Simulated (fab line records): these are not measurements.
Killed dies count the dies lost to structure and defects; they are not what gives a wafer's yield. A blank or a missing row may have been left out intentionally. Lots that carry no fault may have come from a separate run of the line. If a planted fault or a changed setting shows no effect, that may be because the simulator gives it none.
Which tool was responsible? + flow sky130 + 6 lots, 18 wafers sampled, at 1 step of a route of 708

## WHAT THE GAUGES READ, wafer by wafer
SKY_POLY_GATE_THK_MEAS_21.
| lot  | measured     | on           | POLY_GATE_OXIDATION_THK (nm) |
|------|--------------|--------------|------------------------------|
| L281 | day 16 20:30 | filmMetro-02 | 4.11 4.17 4.12               |
| L287 | day 19 09:56 | filmMetro-01 | 3.87 3.84 3.80               |
| L292 | day 21 15:52 | filmMetro-01 | 4.02 4.00 3.96               |
| L296 | day 23 04:50 | filmMetro-02 | 4.02 4.04 4.06               |
| L298 | day 23 10:23 | filmMetro-02 | 4.04 3.94 4.02               |
| L302 | day 24 19:03 | filmMetro-03 | 4.06 4.01 4.13               |

## EACH LOT AND THE TOOL THAT RAN IT (in order: tool; ch and the chambers of the sampled wafers; start)
No process step before these readings appears in the record.

## THE ANSWER, worked out from the rows above alone
Rule: what is usual is taken from the lots themselves. The widest of any qualifying gaps counts: lots, ordered by their means at a reading, are off when they make up no more than a third of the lots, leave a main group of 4 or more, and stand apart from it by 3 or more times the standard deviation of that group's means. Not used: any main group whose means are identical at the precision the tables above print for the reading. Also off: a lot with no number at a reading for which 4 or more lots have one. Where the step has rows for the other lots, those lots are counted as sound.
Off: L287, seen at SKY_POLY_GATE_THK_MEAS_21 (POLY_GATE_OXIDATION_THK). For the main group the mean is 4.05 nm and the standard deviation 0.051.
If a tool, at a process step before that reading, ran all the lots that are off and no sound lot after the first of them, it fits. Gauges at SKY_POLY_GATE_THK_MEAS_21: tried the same way as those tools. None of those tried fits.

## WHAT THE SIMULATOR HAD INSERTED
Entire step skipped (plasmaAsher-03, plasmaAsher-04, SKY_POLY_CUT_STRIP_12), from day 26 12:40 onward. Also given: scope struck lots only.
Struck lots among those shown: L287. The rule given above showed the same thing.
